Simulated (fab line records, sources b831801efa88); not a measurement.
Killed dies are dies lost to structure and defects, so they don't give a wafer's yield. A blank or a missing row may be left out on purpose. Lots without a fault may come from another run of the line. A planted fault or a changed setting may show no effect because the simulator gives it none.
One fault seen from 2 desks | flow sky130 | each desk has only its own numbers; what lay behind them comes last

THE TOOL OWNER'S DESK: rie_diel-04
The tool's own readings at SKY_PASSIVATION_ETCH_11 (etches the open film in CF4/O2, stops on AlCu, target depth 725 nm, time 161.1 s): means of the sampled wafers that have a number, for each lot that ran on this tool. A lot is out of limits, marked OUT, if its mean lies more than 4 standard deviations from the usual mean; the brackets give that distance.
Columns: A = O2_flow_sccm at SKY_PASSIVATION_ETCH_11, usual 10.00 sccm; B = drypump_motor_current_A at SKY_PASSIVATION_ETCH_11, usual 5.7 A; C = oes_product_au at SKY_PASSIVATION_ETCH_11, usual 0.977 a.u.; D = rf_fwd_power_W at SKY_PASSIVATION_ETCH_11, usual 797.4 W; E = throttle_valve_pct at SKY_PASSIVATION_ETCH_11, usual 5.964 %
lot  | first seen here | A     | B   | C                | D               | E
L635 | day 46 11:17    | 9.97  | 6.2 | 0.978            | 799.0           | 5.968
L637 | day 47 04:34    | 10.00 | 6.0 | 0.971            | 794.8           | 5.963
L638 | day 47 13:13    | 10.04 | 5.8 | 0.981            | 797.0           | 5.965
L644 | day 48 18:23    | 10.00 | 6.0 | 0.955            | 754.8 (-15) OUT | 5.954
L646 | day 49 02:07    | 10.01 | 5.9 | 0.941 (-5.6) OUT | 708.4 (-32) OUT | 5.953
This desk's finding: out of limits on L644, L646; first on L644, day 48 18:23 (rf_fwd_power_W at SKY_PASSIVATION_ETCH_11). In limits: L635, L637, L638.

THE METROLOGY DESK
What the gauges read, lot by lot, whatever tool the lot ran on: means of the sampled wafers that have a number. A lot is out of limits, marked OUT, if its mean lies more than 4 standard deviations from the usual mean; the brackets give that distance.
Columns: A = CAP2M_CVD_00_THK at SKY_CAP2M_THK_MEAS_01, usual 15.50 nm; B = CAP2M_TIN_THK at SKY_CAP2M_THK_MEAS_04, usual 201.3 nm
lot  | first seen here | A     | B
L629 | day 39 22:47    | 15.39 | 201.4
L630 | day 40 01:51    | 15.41 | 199.6
L631 | day 40 10:25    | 15.64 | 199.9
L632 | day 40 15:43    | 15.70 | 201.4
L633 | day 41 03:34    | 15.73 | 200.4
L635 | day 41 15:50    | 15.49 | 199.5
L634 | day 41 20:07    | 15.56 | 199.2
L636 | day 42 04:47    | 15.51 | 203.7
L637 | day 42 13:25    | 15.80 | 201.1
L638 | day 42 22:22    | 15.39 | 203.8
L644 | day 44 08:59    | 15.24 | 205.2
L646 | day 44 16:57    | 15.43 | 199.0
L650 | day 45 22:44    | 15.76 | 200.8
L651 | day 46 02:34    | 15.56 | 200.1
This desk's finding: nothing out of limits on any of the 14 lots.

PUT TOGETHER
The tool owner's desk could have raised an alarm at day 48 18:23, on L644, L646.
The metrology desk saw nothing out of limits.
The metrology desk has L644, L646 on record, within its limits.
Of the lots named, all ran SKY_PASSIVATION_ETCH_11 on rie_diel-04.

WHAT THE SIMULATOR HAD PUT IN
Process parameter drift: rie_diel-04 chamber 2, from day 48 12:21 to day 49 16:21, at SKY_PASSIVATION_ETCH_11. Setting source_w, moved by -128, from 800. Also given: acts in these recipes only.
Lots struck among those shown: L644, L646.
Hours from the fault's start to each desk's first reading out of limits: the tool owner's desk, 6.
